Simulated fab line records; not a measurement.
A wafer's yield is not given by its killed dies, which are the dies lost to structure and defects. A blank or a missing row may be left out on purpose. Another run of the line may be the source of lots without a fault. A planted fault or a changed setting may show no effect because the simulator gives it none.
A single fault, viewed from 2 desks / flow gf180mcu / each desk holds nothing but its own numbers, with what lay behind them at the end

## AT THE TOOL OWNER'S DESK: pecvd-04
The tool's own readings at GF_V2_CVD_02 (deposits SiO2 from TEOS, target thk 850 nm, time 94.851 s): means of the sampled wafers that have a number, for each lot that ran on this tool. Marked OUT: a lot whose mean sits more than 4 standard deviations from the usual mean, which makes it out of limits; the brackets give that distance.
Columns: A = heaterPowerW at GF_V2_CVD_02, usual 657 W
lot=L348; first seen here=day 20 23:58; A=690
lot=L352; first seen here=day 22 18:27; A=690
lot=L358; first seen here=day 25 00:48; A=670
lot=L359; first seen here=day 25 09:29; A=606
This desk's finding: nothing out of limits on any of the 4 lots.

## FROM THE METROLOGY DESK
Lot by lot, what the gauges showed, no matter which tool ran the lot: averages of those sampled wafers that carry a number. Marked OUT: a lot whose mean sits more than 4 standard deviations from the usual mean, which makes it out of limits; the brackets give that distance.
Columns: A = V1_OVL at GF_V1_OVL_MEAS_15, usual -2 nm; B = cdNm at GF_M2_CD_MEAS_14, usual 280.2 nm; C = V2_CVD_02_THK at GF_V2_THK_MEAS_03, usual 846 nm
lot=L344; first seen here=day 18 06:26; A=-1; B=280.7; C=856
lot=L345; first seen here=day 18 17:58; A=-5; B=278.9; C=852
lot=L346; first seen here=day 19 01:43; A=-4; B=281.3; C=842
lot=L347; first seen here=day 19 11:21; A=-1; B=282.3; C=846
lot=L348; first seen here=day 19 21:28; A=1; B=278.0; C=847
lot=L349; first seen here=day 20 10:14; A=3; B=280.9; C=838
lot=L350; first seen here=day 20 18:28; A=0; B=280.4; C=843
lot=L351; first seen here=day 20 21:18; A=5; B=278.5; C=849
lot=L352; first seen here=day 21 16:37; A=-3; B=280.7; C=842
lot=L358; first seen here=day 24 01:02; A=0; B=280.4; C=688 (-17) OUT
lot=L359; first seen here=day 24 09:40; A=0; B=278.8; C=698 (-16) OUT
lot=L361; first seen here=day 25 00:57; A=-4; B=280.4; C=847
lot=L364; first seen here=day 25 21:57; A=-2; B=280.3; C=846
lot=L365; first seen here=day 26 01:30; A=-9; B=278.6; C=836
Finding of this desk: L358, L359 out of limits, first seen on L358 at day 25 00:52 (V2_CVD_02_THK at GF_V2_THK_MEAS_03). L344, L345, L346, L347, L348, L349, L350, L351, L352, L361, L364, L365: within limits.

## BROUGHT TOGETHER
At day 25 00:52 the metrology desk could have sounded an alarm, on L358, L359.
The desk of the tool owner found nothing out of limits.
The tool owner's desk has L358, L359 on record, within its limits.
The lots listed all ran GF_V2_CVD_02 on pecvd-04.

## WHAT WAS PUT IN BY THE SIMULATOR
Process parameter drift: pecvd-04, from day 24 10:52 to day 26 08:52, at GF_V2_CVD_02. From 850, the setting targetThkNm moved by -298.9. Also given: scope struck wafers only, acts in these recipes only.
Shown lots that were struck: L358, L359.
Time in hours between the start of the fault and the first out-of-limits reading at each desk: metrology desk, 14.
